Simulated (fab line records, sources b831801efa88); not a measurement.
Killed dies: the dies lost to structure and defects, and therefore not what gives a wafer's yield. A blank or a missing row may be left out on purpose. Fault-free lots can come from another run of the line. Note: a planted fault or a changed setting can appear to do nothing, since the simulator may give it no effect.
fab line records	flow sky130
record: lots: 11	wafers: 33	last-day: 50
route steps=708 shown CONTACT@420 METAL1@452 PAD_OPEN@708
lots with no fault: from the same line, run without faults
start-h: hours from the record's first day to the start of the lot's first wafer shown	wait-h: hours elapsed since this lot's preceding step	" unchanged from the row above	L1.1+2: a single row standing in for several wafers	- value missing, or start not given	* or withheld: withheld	< > ~ a bound
route shown NAME@n: names a module that has steps shown in the file, with the first one's number in the route	usual: average and standard deviation across the fault-free wafers	same: alike in all rows	chamber/n: place in a boat	sites: each site's reading	_std_site: standard deviation of those values	_edge_site: mean of outer sites minus mean of inner sites	radius-mm: for every site, how far away it sits from the centre of the wafer	mask NAME#n: copy n	behind: the last tool/chamber to shape the wafer	hold: reason for holding the lot/hours on hold/outcome of the hold	device: which transistor (n, p or np) failed to switch	end of line: tests run on the same wafers once the route is complete	a step given without rows: its recipe and nothing more	killed: not the wafer's yield, but the dies lost to structure and defects at the first sort	map: the dies of a wafer, with x for killed, . for not killed, _ for no die there
set.NAME: the setting that was run; set.NAME@STEP: the one run at that earlier step	model.NAME: the simulator's own value behind a step, which no gauge read
a sample of lots followed through the steps of the route, with each step as a table and each wafer as a row
services: the hour from which a tool's chamber was out of use, counted from the record's first day as start-h (under 0 if before that day), plus the number of hours and why
== steps ==
step: SKY_CONTACT_CD_MEAS_14
recipe: target-cd-nm: 170
usual: cd-nm: 169.7/1.4
lot.wafer	tool	chamber	start-h	wait-h	cd-nm
L550.2	cd-sem-01	-	757.79	-	169.0
L550.4	"	-	"	"	169.9
L550.6	"	-	"	"	169.4
L551.1	cd-sem-01	-	764.27	-	170.3
L551.5	"	-	"	"	170.3
L551.6	"	-	"	"	171.5
L552.4	cd-sem-01	-	773.67	-	167.1
L552.5	"	-	"	"	167.3
L552.6	"	-	"	"	166.7
L553.1	cd-sem-02	-	778.12	-	170.5
L553.2	"	-	"	"	170.0
L553.5	"	-	"	"	171.3
L556.4	cd-sem-01	-	811.33	-	170.9
L556.5	"	-	"	"	171.9
L556.6	"	-	"	"	169.5
L558.2	cd-sem-02	-	822.50	-	168.9
L558.5	"	-	"	"	170.3
L558.6	"	-	"	"	168.4
L566.2	cd-sem-01	-	868.85	-	169.3
L566.5	"	-	"	"	169.5
L566.6	"	-	"	"	170.2
L567.1	cd-sem-02	-	879.52	-	170.1
L567.4	"	-	"	"	169.3
L567.6	"	-	"	"	170.4
L568.1	cd-sem-01	-	891.23	-	169.1
L568.2	"	-	"	"	166.6
L568.5	"	-	"	"	167.9
L569.2	cd-sem-02	-	903.38	-	172.3
L569.4	"	-	"	"	170.9
L569.5	"	-	"	"	171.3
L570.2	cd-sem-02	-	903.94	-	169.2
L570.4	"	-	"	"	168.7
L570.6	"	-	"	"	169.8
step: SKY_CONTACT_OVL_MEAS_15
usual: CONTACT_OVL: 0/4.8
lot.wafer	tool	chamber	start-h	wait-h	CONTACT_OVL[nm]
L550.2	overlay-01	-	757.89	0.1	2
L550.4	"	-	"	"	-2
L550.6	"	-	"	"	-9
L551.1	overlay-01	-	764.39	0.1	0
L551.5	"	-	"	"	9
L551.6	"	-	"	"	-3
L552.4	overlay-02	-	773.75	0.1	3
L552.5	"	-	"	"	4
L552.6	"	-	"	"	-2
L553.1	overlay-01	-	778.24	0.1	6
L553.2	"	-	"	"	4
L553.5	"	-	"	"	5
L556.4	overlay-01	-	811.40	0.1	7
L556.5	"	-	"	"	2
L556.6	"	-	"	"	0
L558.2	overlay-02	-	822.61	0.1	-2
L558.5	"	-	"	"	3
L558.6	"	-	"	"	-4
L566.2	overlay-02	-	868.96	0.1	0
L566.5	"	-	"	"	-7
L566.6	"	-	"	"	-2
L567.1	overlay-02	-	879.64	0.1	-2
L567.4	"	-	"	"	-6
L567.6	"	-	"	"	-6
L568.1	overlay-02	-	891.35	0.1	2
L568.2	"	-	"	"	-6
L568.5	"	-	"	"	3
L569.2	overlay-02	-	903.48	0.1	-6
L569.4	"	-	"	"	-2
L569.5	"	-	"	"	-7
L570.2	overlay-01	-	904.04	0.1	-5
L570.4	"	-	"	"	-4
L570.6	"	-	"	"	3
step: SKY_CONTACT_CMP_27
recipe: stop-on: SiO2	t-overpolish-s: 15	down-force-psi: 3.5	platen-rpm: 60	target-thk-nm: 0	pad-velocity-m-s: 0.94248
usual: motor-current-A: 10.9/0.9	overpolish-run-s: 14.998/0.0096	slurry-filter-dp-kPa: 13.49/0.13	time-to-endpoint-s: 80.7/2.5
lot.wafer	tool	chamber	start-h	wait-h	motor-current-A	overpolish-run-s	slurry-filter-dp-kPa	time-to-endpoint-s
L550.2	cmp-02	1	759.04	0.0	11.0	14.997	13.45	83.1
L550.4	"	0	"	"	10.4	15.008	13.53	79.4
L550.6	"	2	"	"	10.9	14.997	13.34	80.4
L551.1	cmp-02	3	765.60	0.1	11.4	15.021	13.71	80.1
L551.5	"	1	"	"	10.6	15.004	13.41	78.0
L551.6	"	2	"	"	10.5	14.971	13.54	79.8
L552.4	cmp-01	3	774.90	0.1	12.0	15.006	13.57	84.3
L552.6	"	2	"	"	10.9	15.005	13.38	82.3
L552.5	"	3	"	"	12.4	15.006	13.43	85.5
L553.2	cmp-02	0	779.39	0.0	10.4	15.016	13.57	81.1
L553.1	"	3	"	"	10.6	14.986	13.50	80.4
L553.5	"	1	"	"	11.5	14.985	13.66	80.3
L556.4	cmp-01	0	812.53	0.0	11.5	14.998	13.48	77.2
L556.6	"	0	"	"	11.2	14.996	13.27	79.0
L556.5	"	1	"	"	9.4	14.997	13.39	77.2
L558.2	cmp-01	1	823.72	0.0	9.3	15.000	13.24	77.7
L558.6	"	1	"	"	9.2	14.992	13.42	72.6
L558.5	"	2	"	"	10.8	14.994	13.67	79.0
L566.2	cmp-02	3	870.20	0.1	11.1	14.991	13.37	80.6
L566.6	"	2	"	"	10.7	14.989	13.34	80.9
L566.5	"	3	"	"	10.7	14.978	13.30	81.1
L567.4	cmp-02	0	880.84	0.1	10.1	14.998	13.49	79.1
L567.1	"	1	"	"	11.3	14.993	13.36	80.0
L567.6	"	3	"	"	10.7	14.996	13.36	77.6
L568.2	cmp-02	1	892.56	0.1	11.5	14.995	13.45	79.4
L568.1	"	2	"	"	10.9	14.995	13.41	77.9
L568.5	"	3	"	"	10.4	15.006	13.62	79.5
L569.2	cmp-02	3	904.62	0.0	10.1	14.995	13.49	79.7
L569.4	"	0	"	"	10.4	14.994	13.20	80.5
L569.5	"	0	"	"	10.1	15.010	13.61	81.0
L570.4	cmp-01	2	905.23	0.1	11.1	15.004	13.12	81.8
L570.2	"	3	"	"	12.9	14.996	13.55	84.8
L570.6	"	2	"	"	10.5	14.990	13.64	82.4
step: SKY_METAL1_ETCH_18
recipe: chemistry: N2/H2	target: BARC	ion-energy-ev: 200	bias-w: 100	pressure-mtorr: 30	n2-flow-sccm: 100	h2-flow-sccm: 200	icp-w: 500	stop-on: SiO2	time-s: 45.9	target-depth-a: 600
usual: bias-w: 100.0/0.31	drypump-motor-current-A: 6.0/0.37	n2-flow-sccm: 100.02/0.27	oes-product-au: 0.855/0.0048	rf-fwd-power-W: 494.6/2.1	throttle-valve-pct: 13.225/0.0089
lot.wafer	tool	chamber	start-h	wait-h	bias-w	drypump-motor-current-A	n2-flow-sccm	oes-product-au	rf-fwd-power-W	rf-hours-counter-h	throttle-valve-pct
L550.2	rie-metal-01	0	787.25	0.0	100.1	6.4	100.01	0.852	497.8	15	13.216
L550.4	"	0	"	"	100.3	6.4	100.17	0.848	495.8	-	13.218
L550.6	"	1	"	"	100.1	6.2	99.77	0.856	496.3	-	13.246
L551.1	rie-metal-02	1	793.75	0.0	99.9	5.5	100.37	0.856	493.6	9	13.235
L551.5	"	1	"	"	100.3	5.5	100.07	0.852	495.5	-	13.220
L551.6	"	0	"	"	99.9	6.2	100.36	0.850	492.7	-	13.228
L552.4	rie-metal-02	1	801.22	0.0	99.6	5.5	100.09	0.852	495.5	-	13.234
L552.5	"	0	"	"	99.6	6.2	100.03	0.863	492.7	-	13.238
L552.6	"	1	"	"	99.6	5.5	99.76	0.857	496.7	-	13.212
L553.1	rie-metal-02	0	806.95	0.0	100.5	6.2	99.76	0.856	491.9	6	13.232
L553.2	"	1	"	"	100.0	5.6	99.65	0.861	492.8	10	13.217
L553.5	"	0	"	"	99.7	6.2	100.20	0.860	492.3	-	13.234
L556.4	rie-metal-01	1	839.22	0.0	99.8	6.2	99.72	0.848	498.4	-	13.220
L556.5	"	0	"	"	94.1	6.4	99.90	0.845	497.9	-	13.222
L556.6	"	1	"	"	100.0	6.2	100.15	0.845	498.7	-	13.218
L558.2	rie-metal-01	0	850.30	0.1	94.0	6.4	99.98	0.848	495.9	-	13.228
L558.5	"	0	"	"	94.1	6.4	100.26	0.860	495.6	-	13.234
L558.6	"	0	"	"	93.8	6.4	100.19	0.847	496.6	-	13.226
L566.2	rie-metal-03	1	896.55	0.0	99.9	5.4	99.91	0.869	495.0	1	13.225
L566.5	"	1	"	"	99.8	5.5	99.34	0.858	494.5	-	13.231
L566.6	"	0	"	"	100.3	5.6	100.37	0.853	490.4	-	13.219
L567.1	rie-metal-01	1	906.35	0.0	99.9	6.2	99.78	0.861	494.8	2	13.238
L567.4	"	0	"	"	100.1	6.4	100.22	0.848	495.6	-	13.221
L567.6	"	0	"	"	100.1	6.4	99.70	0.854	497.1	-	13.233
L568.1	rie-metal-03	1	918.05	0.0	100.2	5.4	100.10	0.858	493.3	2	13.221
L568.2	"	0	"	"	99.6	5.6	99.70	0.846	491.1	6	13.224
L568.5	"	0	"	"	100.0	5.5	99.96	0.847	492.0	-	13.231
L569.2	rie-metal-02	1	929.20	0.0	99.7	5.5	100.34	0.850	494.1	15	13.217
L569.4	"	1	"	"	99.4	5.5	100.20	0.854	494.8	-	13.205
L569.5	"	0	"	"	99.9	6.2	99.93	0.853	494.7	-	13.232
L570.2	rie-metal-01	0	930.15	0.0	99.8	6.4	100.02	0.854	494.3	5	13.222
L570.4	"	1	"	"	99.8	6.2	100.13	0.854	494.1	-	13.232
L570.6	"	1	"	"	100.3	6.2	99.67	0.861	494.9	-	13.242
step: SKY_PAD_OPEN_PROBE_99
usual: defect-limited-yield: 82.7/2	killed_at_M0_to_M3: 42/6.8	killed_at_M4_up: 3.2/1.8	killed-at-contacts: 25/5.4	killed-at-front-end: 15/4.5	killed-at-other: 0.3/0.56	killed-dies: 85/9.7	killed-open: 46/7.1	killed-short: 39/6.5	sort_bin_3_pad_short: 0.9/0.42	sort_bin_5_function: 10.4/1.5	sort_bin_6_memory: 6.1/1.1	sort-n-pass: 407/9.7	sort-yield-pct: 82.7/2
same: gross-dies: 492	killed-at-back-side: 0	sort_bin_4_leakage[%]: 0	sort_bin_8_speed[%]: 0
lot.wafer	tool	chamber	start-h	wait-h	defect-limited-yield[%]	killed_at_M0_to_M3	killed_at_M4_up	killed-at-contacts	killed-at-front-end	killed-at-other	killed-dies	killed-open	killed-short	sort_bin_3_pad_short[%]	sort_bin_5_function[%]	sort_bin_6_memory[%]	sort-n-pass	sort-yield-pct[%]
L550.2	prober-02	-	1094.68	0.1	85.0	31	4	24	15	0	74	38	36	0.4	8.5	6.1	418	85.0
L550.4	prober-02	-	1094.78	0.2	82.1	41	5	26	16	0	88	55	33	0.6	10.2	7.1	404	82.1
L550.6	prober-02	-	1094.88	0.2	85.0	39	4	21	10	0	74	34	40	0.8	10.0	4.3	418	85.0
L551.1	prober-01	-	1098.78	0.1	82.7	34	8	22	21	0	85	41	44	0.8	10.4	6.1	407	82.7
L551.5	prober-01	-	1098.98	0.2	86.8	28	2	20	15	0	65	31	33	0.6	6.9	5.7	427	86.8
L551.6	prober-01	-	1099.03	0.2	82.3	54	2	18	13	0	87	42	45	1.0	11.2	5.5	405	82.3
L552.4	prober-02	-	1107.34	0.2	81.3	36	6	27	23	0	92	47	44	1.0	10.6	7.1	400	81.3
L552.5	prober-02	-	1107.39	0.2	83.5	30	4	34	12	1	81	48	33	0.8	10.0	5.7	411	83.5
L552.6	prober-02	-	1107.44	0.2	83.1	38	0	24	20	1	83	50	33	0.8	7.9	8.1	409	83.1
L553.1	prober-01	-	1109.32	0.1	85.0	43	1	22	8	0	74	40	34	0.2	8.1	6.7	418	85.0
L553.2	prober-01	-	1109.37	0.1	85.0	31	4	24	14	1	74	42	32	1.2	10.2	3.7	418	85.0
L553.5	prober-01	-	1109.52	0.2	84.3	48	3	20	6	0	77	44	33	0.8	10.2	4.7	415	84.3
L556.4	prober-02	-	1134.84	0.2	83.7	37	5	27	11	0	80	47	33	1.0	10.8	4.5	412	83.7
L556.5	prober-02	-	1134.89	0.2	84.1	29	4	26	18	1	78	45	33	0.6	10.2	5.1	414	84.1
L556.6	prober-02	-	1134.94	0.2	78.0	55	2	32	18	1	108	60	48	1.2	13.4	7.3	384	78.0
L558.2	prober-02	-	1141.94	0.1	84.1	36	4	25	12	1	78	48	30	0.8	10.2	4.9	414	84.1
L558.5	prober-02	-	1142.09	0.2	80.7	48	7	21	19	0	95	47	48	1.0	10.4	7.9	397	80.7
L558.6	prober-02	-	1142.14	0.2	84.6	38	1	24	13	0	76	45	31	0.4	8.5	6.5	416	84.6
L566.2	prober-01	-	1176.28	0.1	86.6	39	0	16	11	0	66	42	24	0.4	7.5	5.5	426	86.6
L566.5	prober-01	-	1176.43	0.2	85.8	35	2	17	16	0	70	39	30	0.4	10.8	3.0	422	85.8
L566.6	prober-01	-	1176.48	0.2	81.1	46	0	31	16	0	93	57	36	1.4	10.4	7.1	399	81.1
L567.1	prober-01	-	1181.42	0.1	82.7	42	1	25	17	0	85	49	36	0.8	10.2	6.3	407	82.7
L567.4	prober-01	-	1181.57	0.2	87.0	28	3	23	9	1	64	39	25	1.0	6.7	5.3	428	87.0
L567.6	prober-01	-	1181.67	0.2	86.6	32	2	21	11	0	66	27	39	1.0	7.9	4.5	426	86.6
L568.1	prober-02	-	1190.62	0.1	85.6	38	2	21	10	0	71	40	31	0.6	9.8	4.1	421	85.6
L568.2	prober-02	-	1190.67	0.1	81.5	47	2	29	12	1	91	35	56	1.2	10.8	6.5	401	81.5
L568.5	prober-02	-	1190.82	0.2	82.7	40	6	15	22	2	85	45	40	0.6	10.2	6.5	407	82.7
L570.2	prober-01	-	1197.44	0.1	81.7	42	1	26	20	1	90	54	35	1.2	11.6	5.5	402	81.7
L570.4	prober-01	-	1197.54	0.2	85.0	42	0	19	12	1	74	34	38	0.2	9.1	5.7	418	85.0
L570.6	prober-01	-	1197.64	0.2	81.3	44	2	28	18	0	92	57	34	0.6	10.8	7.3	400	81.3
L569.2	prober-02	-	1198.09	0.1	81.1	34	3	30	26	0	93	50	43	0.8	12.6	5.5	399	81.1
L569.4	prober-02	-	1198.19	0.2	82.7	44	0	28	13	0	85	51	34	0.6	10.2	6.5	407	82.7
L569.5	prober-02	-	1198.24	0.2	82.1	42	1	27	18	0	88	46	42	1.6	10.2	6.1	404	82.1
killed by level:class
L550.2 CONTACT:geometric-particle:open=9 METAL2:geometric-particle:short=7 LI_CONTACT:geometric-particle:open=6 FIELD_ISO:geometric-particle:short=5 VIA3:geometric-particle:open=5 LOCAL_INTERCONNECT:geometric-particle:short=4 CONTACT:geometric-particle:short=4 POLY_GATE:geometric-particle:open=3
L550.4 CONTACT:geometric-particle:open=11 VIA1:geometric-particle:open=9 VIA2:geometric-particle:open=9 METAL2:geometric-particle:short=7 VIA3:geometric-particle:open=7 LI_CONTACT:geometric-particle:open=6 POLY_GATE:geometric-particle:short=5 FIELD_ISO:geometric-particle:open=4
L550.6 METAL1:geometric-particle:short=7 VIA1:geometric-particle:open=7 CONTACT:geometric-particle:open=6 METAL2:geometric-particle:short=5 VIA3:geometric-particle:open=5 LI_CONTACT:geometric-particle:open=4 POLY_GATE:geometric-particle:short=4 CONTACT:geometric-particle:short=4
L551.1 FIELD_ISO:geometric-particle:open=11 LI_CONTACT:geometric-particle:open=6 VIA1:geometric-particle:open=6 CONTACT:geometric-particle:open=5 METAL1:geometric-particle:short=5 METAL4:geometric-particle:short=5 VIA2:geometric-particle:open=5 FIELD_ISO:geometric-particle:short=4
L551.5 VIA1:geometric-particle:open=10 CONTACT:geometric-particle:open=7 METAL2:geometric-particle:short=6 LOCAL_INTERCONNECT:geometric-particle:short=5 FIELD_ISO:geometric-particle:open=4 POLY_GATE:geometric-particle:open=3 LI_CONTACT:geometric-particle:short=3 CONTACT:geometric-particle:short=3
L551.6 METAL2:geometric-particle:short=10 VIA2:geometric-particle:open=9 VIA3:geometric-particle:open=9 VIA1:geometric-particle:open=8 FIELD_ISO:geometric-particle:short=5 LI_CONTACT:geometric-particle:open=5 CONTACT:geometric-particle:short=5 METAL3:geometric-particle:short=4
L552.4 LI_CONTACT:geometric-particle:open=11 CONTACT:geometric-particle:open=9 METAL2:geometric-particle:short=6 VIA1:geometric-particle:open=6 VIA2:geometric-particle:open=6 FIELD_ISO:geometric-particle:short=5 POLY_GATE:geometric-particle:short=5 METAL3:geometric-particle:short=5
L552.5 LI_CONTACT:geometric-particle:open=18 VIA1:geometric-particle:open=8 LOCAL_INTERCONNECT:geometric-particle:short=6 CONTACT:geometric-particle:open=6 FIELD_ISO:geometric-particle:open=5 METAL1:geometric-particle:short=5 POLY_GATE:geometric-particle:short=4 VIA1:geometric-particle:short=4
L552.6 CONTACT:geometric-particle:short=9 FIELD_ISO:geometric-particle:open=7 VIA1:geometric-particle:open=7 VIA3:geometric-particle:open=7 VIA2:geometric-particle:open=6 CONTACT:geometric-particle:open=5 LI_CONTACT:geometric-particle:open=5 METAL2:geometric-particle:short=5
L553.1 VIA3:geometric-particle:open=14 VIA1:geometric-particle:open=10 CONTACT:geometric-particle:open=8 CONTACT:geometric-particle:short=6 LI_CONTACT:geometric-particle:open=6 VIA2:geometric-particle:short=6 POLY_GATE:geometric-particle:short=5 METAL2:geometric-particle:short=5
L553.2 CONTACT:geometric-particle:open=13 LI_CONTACT:geometric-particle:open=6 VIA1:geometric-particle:short=6 POLY_GATE:geometric-particle:short=5 VIA1:geometric-particle:open=5 FIELD_ISO:geometric-particle:open=4 VIA2:geometric-particle:open=4 VIA3:geometric-particle:open=4
L553.5 VIA1:geometric-particle:open=9 METAL2:geometric-particle:short=8 VIA3:geometric-particle:open=8 CONTACT:geometric-particle:open=7 LI_CONTACT:geometric-particle:open=5 METAL1:geometric-particle:short=5 VIA2:geometric-particle:short=4 VIA2:geometric-particle:open=4
L556.4 CONTACT:geometric-particle:open=11 VIA1:geometric-particle:open=11 LI_CONTACT:geometric-particle:open=10 VIA1:geometric-particle:short=8 POLY_GATE:geometric-particle:open=4 METAL3:geometric-particle:short=4 METAL1:geometric-particle:short=3 VIA2:geometric-particle:short=3
L556.5 CONTACT:geometric-particle:open=12 POLY_GATE:geometric-particle:open=8 VIA1:geometric-particle:open=7 FIELD_ISO:geometric-particle:short=6 LI_CONTACT:geometric-particle:open=5 CONTACT:geometric-particle:short=4 VIA2:geometric-particle:short=4 VIA2:geometric-particle:open=4
L556.6 CONTACT:geometric-particle:open=15 VIA1:geometric-particle:open=12 LI_CONTACT:geometric-particle:open=8 METAL1:geometric-particle:short=8 VIA2:geometric-particle:open=7 METAL2:geometric-particle:short=5 POLY_GATE:geometric-particle:open=5 POLY_GATE:geometric-particle:short=5
L558.2 VIA1:geometric-particle:open=13 CONTACT:geometric-particle:open=10 VIA2:geometric-particle:open=8 LI_CONTACT:geometric-particle:open=5 LOCAL_INTERCONNECT:geometric-particle:short=5 VIA2:geometric-particle:short=4 CONTACT:geometric-particle:short=4 POLY_GATE:geometric-particle:short=3
L558.5 VIA1:geometric-particle:open=15 CONTACT:geometric-particle:open=7 POLY_GATE:geometric-particle:open=6 METAL2:geometric-particle:short=6 FIELD_ISO:geometric-particle:short=5 VIA1:geometric-particle:short=5 VIA3:geometric-particle:short=5 METAL4:geometric-particle:short=5
L558.6 CONTACT:geometric-particle:open=11 VIA3:geometric-particle:open=10 VIA2:geometric-particle:open=8 VIA1:geometric-particle:open=6 CONTACT:geometric-particle:short=5 POLY_GATE:geometric-particle:open=4 LI_CONTACT:geometric-particle:open=4 LOCAL_INTERCONNECT:geometric-particle:short=4
L566.2 VIA1:geometric-particle:open=9 LI_CONTACT:geometric-particle:open=7 VIA2:geometric-particle:open=7 CONTACT:geometric-particle:open=5 FIELD_ISO:geometric-particle:short=4 POLY_GATE:geometric-particle:open=4 VIA1:geometric-particle:short=4 METAL2:geometric-particle:short=4
L566.5 CONTACT:geometric-particle:open=7 VIA1:geometric-particle:open=7 VIA2:geometric-particle:open=6 VIA3:geometric-particle:open=6 FIELD_ISO:geometric-particle:short=5 METAL2:geometric-particle:short=5 LI_CONTACT:geometric-particle:open=4 LOCAL_INTERCONNECT:geometric-particle:short=4
L566.6 VIA1:geometric-particle:open=14 CONTACT:geometric-particle:open=12 VIA2:geometric-particle:open=8 LI_CONTACT:geometric-particle:open=7 VIA3:geometric-particle:open=6 LOCAL_INTERCONNECT:geometric-particle:short=5 FIELD_ISO:geometric-particle:short=4 FIELD_ISO:geometric-particle:open=4
L567.1 CONTACT:geometric-particle:open=12 VIA1:geometric-particle:open=12 LI_CONTACT:geometric-particle:open=7 FIELD_ISO:geometric-particle:short=6 VIA3:geometric-particle:open=6 METAL2:geometric-particle:short=6 VIA1:geometric-particle:short=5 VIA2:geometric-particle:open=5
L567.4 CONTACT:geometric-particle:open=8 VIA1:geometric-particle:open=7 LI_CONTACT:geometric-particle:open=6 LI_CONTACT:geometric-particle:short=4 METAL1:geometric-particle:short=4 VIA2:geometric-particle:open=4 LOCAL_INTERCONNECT:geometric-particle:short=3 METAL2:geometric-particle:short=3
L567.6 METAL1:geometric-particle:short=10 CONTACT:geometric-particle:open=9 LI_CONTACT:geometric-particle:open=5 VIA1:geometric-particle:open=5 VIA2:geometric-particle:short=4 POLY_CUT:geometric-particle:short=3 METAL2:geometric-particle:short=3 LOCAL_INTERCONNECT:geometric-particle:short=3
L568.1 VIA1:geometric-particle:open=10 METAL1:geometric-particle:short=10 FIELD_ISO:geometric-particle:open=7 LI_CONTACT:geometric-particle:open=7 CONTACT:geometric-particle:open=7 VIA3:geometric-particle:open=5 VIA1:geometric-particle:short=4 METAL2:geometric-particle:short=3
L568.2 LI_CONTACT:geometric-particle:open=8 VIA3:geometric-particle:short=8 METAL2:geometric-particle:short=7 CONTACT:geometric-particle:open=7 CONTACT:geometric-particle:short=6 VIA1:geometric-particle:short=6 LOCAL_INTERCONNECT:geometric-particle:short=5 METAL1:geometric-particle:short=5
L568.5 POLY_GATE:geometric-particle:open=9 VIA3:geometric-particle:open=9 VIA1:geometric-particle:open=7 VIA1:geometric-particle:short=7 CONTACT:geometric-particle:open=6 FIELD_ISO:geometric-particle:open=5 METAL1:geometric-particle:short=5 METAL4:geometric-particle:short=5
L570.2 VIA1:geometric-particle:open=14 VIA2:geometric-particle:open=9 CONTACT:geometric-particle:open=8 LI_CONTACT:geometric-particle:open=8 CONTACT:geometric-particle:short=6 METAL1:geometric-particle:short=6 FIELD_ISO:geometric-particle:open=5 POLY_GATE:geometric-particle:short=5
L570.4 VIA1:geometric-particle:open=8 METAL1:geometric-particle:short=6 VIA2:geometric-particle:short=6 FIELD_ISO:geometric-particle:open=5 LI_CONTACT:geometric-particle:open=5 VIA1:geometric-particle:short=5 LI_CONTACT:geometric-particle:short=4 CONTACT:geometric-particle:short=4
L570.6 LI_CONTACT:geometric-particle:open=11 CONTACT:geometric-particle:open=10 VIA3:geometric-particle:open=9 POLY_GATE:geometric-particle:short=7 VIA1:geometric-particle:open=7 VIA1:geometric-particle:short=7 VIA2:geometric-particle:open=5 POLY_GATE:geometric-particle:open=4
L569.2 FIELD_ISO:geometric-particle:short=10 VIA1:geometric-particle:open=9 CONTACT:geometric-particle:open=9 LI_CONTACT:geometric-particle:open=7 FIELD_ISO:geometric-particle:open=6 METAL2:geometric-particle:short=6 CONTACT:geometric-particle:short=5 VIA3:geometric-particle:open=5
L569.4 VIA1:geometric-particle:open=13 LI_CONTACT:geometric-particle:open=12 VIA2:geometric-particle:open=7 LOCAL_INTERCONNECT:geometric-particle:short=6 CONTACT:geometric-particle:open=6 FIELD_ISO:geometric-particle:short=5 VIA3:geometric-particle:open=5 FIELD_ISO:geometric-particle:open=4
L569.5 VIA1:geometric-particle:open=12 FIELD_ISO:geometric-particle:open=7 LI_CONTACT:geometric-particle:open=7 LI_CONTACT:geometric-particle:short=6 METAL2:geometric-particle:short=5 LOCAL_INTERCONNECT:geometric-particle:short=5 CONTACT:geometric-particle:open=5 METAL1:geometric-particle:short=5
== services ==
tool	chamber	start-h	hours	kind
rie-metal-03	0	740.77	-	clean
rie-metal-03	0	740.77	17.5	scheduled-down
rie-metal-03	0	740.77	17.5	vent-cycle
cmp-02	-	744.00	4.0	pm
cmp-02	-	748.00	-	consumable-replace:conditioner
cmp-02	-	748.00	-	consumable-replace:pad
cmp-02	-	781.76	1.7	repair
rie-metal-01	0	809.89	-	clean
rie-metal-01	0	809.89	19.0	scheduled-down
rie-metal-01	0	809.89	19.0	vent-cycle
rie-metal-03	1	837.73	-	clean
rie-metal-03	1	837.73	18.3	scheduled-down
rie-metal-03	1	837.73	18.3	vent-cycle
cmp-02	-	839.38	2.3	repair
rie-metal-01	1	840.22	-	clean
rie-metal-01	1	840.22	21.4	scheduled-down
rie-metal-01	1	840.22	21.4	vent-cycle
cmp-02	-	856.23	11.6	pm
rie-metal-02	0	893.96	8.7	repair
cmp-01	-	896.85	4.7	pm
cmp-01	-	912.01	4.0	pm
cmp-01	-	916.01	-	consumable-replace:conditioner
cmp-01	-	916.01	-	consumable-replace:pad
rie-metal-02	-	921.21	2.8	pm
== key ==
first-sign: step: SKY_METAL1_ETCH_18	reading: bias-w	direction: down	sigmas: 20	usual: 100.0	struck: 94.0
effect none on later readings
met-at SKY_METAL1_ETCH_18
struck-lots L556,L558
struck-wafers L556.5,L558.2,L558.5,L558.6
not-acting-at SKY_CONTACT_CD_MEAS_14,SKY_CONTACT_OVL_MEAS_15,SKY_CONTACT_CMP_27
onset-between 787.25 839.22
fault: kind: process-parameter-drift	tool: rie-metal-01	chamber: 0	onset-h: 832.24	steps: SKY_METAL1_ETCH_18	channel: bias-w	offset: -6.1267	shape: step	end-h: 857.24	acts-in: these-recipes-only	stated: 100
